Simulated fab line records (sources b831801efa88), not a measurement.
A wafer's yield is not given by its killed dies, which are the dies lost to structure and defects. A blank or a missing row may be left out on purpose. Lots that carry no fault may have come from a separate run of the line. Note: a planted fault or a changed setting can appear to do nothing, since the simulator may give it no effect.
A struck lot beside a sound one | flow sky130 | 16 steps out of a route of 708
Sound: the wafers L418.3, L418.5, L418.6. Struck: wafers L427.1, L427.4, L427.6. The cause comes at the end.
Order at every step that has rows: each side's tool, ch and its chambers, its first start. Under that, the readings that differ: sound wafers | struck wafers | difference of the means | sigmas: that difference in standard deviations of wafers without a fault.
alike: same words and numbers on both sides, and readings whose means sit less than 2 such deviations apart. not compared: any withheld reading, any reading some wafer has no value for, any bound like >300 that may hide the same value, and any number with overlapping values for which the record gives no deviation.
Wherever a step has rows on one side only, a row that says differs or no value, or a row with sigmas, the two part there. Numbers that have no deviation but don't overlap get no sigmas and don't part them. A reading that every wafer of one side lacks parts them only if that side has two wafers or more.

SKY_SD_N_OVL_MEAS_08:
  sound on overlay-01 at day 29 20:16; struck on overlay-02 at day 33 02:56
  alike: SD_N_OVL
then, 2 steps without rows for these wafers: SKY_SD_N_IMPLANT_09; SKY_SD_N_IMPLANT_10.
SKY_SD_N_STRIP_11: strips in O2/N2.
  sound on plasma asher-01 ch 0,1, day 29 20:38; struck on plasma asher-04 ch 0,1, day 33 03:16
  reading                      | sound             | struck            | difference | sigmas
  strip time to endpoint s (s) | 22.48 22.45 22.45 | 22.60 22.60 22.59 | +0.14      | +3
  alike: drypump motor current A, oes product au
  not compared: rf hours counter h
SKY_SD_N_TW_MEAS_12:
  sound on film metro-04 at day 29 20:43; struck on film metro-02 at day 33 03:22
  alike: SD_N_TW
then, 1 step without rows for these wafers: SKY_SD_N_CLEAN_13 (cleans in SC1/SC2, time 150 s).
SKY_SD_N_RTA_14: time 2 s.
  sound on rtp anneal-02 ch 0, day 29 20:50; struck on rtp anneal-01 ch 0, day 33 03:29
  alike: lamp power pct, wafer_temp_C_max
SKY_SD_N_RS_MEAS_16: measures by four-point-probe.
  sound on film metro-02 at day 29 21:01; struck on film metro-03 at day 33 03:40
  alike: SD_N_RS
SKY_SD_N_RS_MEAS_17: measures by four-point-probe.
  sound on film metro-02 at day 29 21:08; struck on film metro-03 at day 33 03:47
  alike: SD_P_RS
SKY_SD_N_RS_MEAS_18: measures by four-point-probe.
  sound on film metro-02 at day 29 21:16; struck on film metro-03 at day 33 03:54
  alike: RES_XHIGH_RS
then, 1 step without rows for these wafers: SKY_SALICIDE_CLEAN_00 (cleans in HF-last, time 30 s).
SKY_LI_CONTACT_HDPCVD_00: deposits PSG, target thk 930 nm, time 155 s.
  sound on hdpcvd-02 ch 0,2, day 29 21:22; struck on hdpcvd-02 ch 0,1,2, day 33 04:02
  reading                                       | sound             | struck            | difference | sigmas
  sih4 flow sccm (sccm)                         | 60.10 60.41 59.79 | 48.11 48.01 48.04 | -12.05     | -63
  model.PSG_of_LI_CONTACT_HDPCVD_00.thk nm (nm) | 931.5 942.4 930.3 | 763.7 749.1 757.3 | -178.0     |
SKY_LI_CONTACT_THK_MEAS_01:
  sound on film metro-03 at day 29 21:29; struck on film metro-04 at day 33 04:08
  reading                    | sound       | struck      | difference | sigmas
  LI_CONTACT_HDPCVD_THK (nm) | 932 942 930 | 763 749 757 | -178       | -21
SKY_LI_CONTACT_CMP_02: polishes PSG.
  sound on cmp-02 ch 1,2, day 29 21:34; struck on cmp-01 ch 1,2, day 33 04:12
  reading                | sound          | struck         | difference | sigmas
  time to endpoint s (s) | 29.6 32.3 28.8 | 16.0 14.4 12.4 | -16.0      | -6
  alike: motor current A
SKY_LI_CONTACT_BOW_MEAS_03:
  sound on film metro-04 at day 29 21:52; struck on film metro-03 at day 33 04:30
  alike: LI_CONTACT_BOW
following that, these wafers have no rows for 1 step: SKY_PAD_OPEN_PROBE_99.

WHERE THEY PART
At SKY_SD_N_STRIP_11 first; at SKY_LI_CONTACT_CMP_02 last (within this record only). Later steps at which nothing parts them and some readings are alike: SKY_LI_CONTACT_BOW_MEAS_03.

WHY: whatever the simulator had introduced
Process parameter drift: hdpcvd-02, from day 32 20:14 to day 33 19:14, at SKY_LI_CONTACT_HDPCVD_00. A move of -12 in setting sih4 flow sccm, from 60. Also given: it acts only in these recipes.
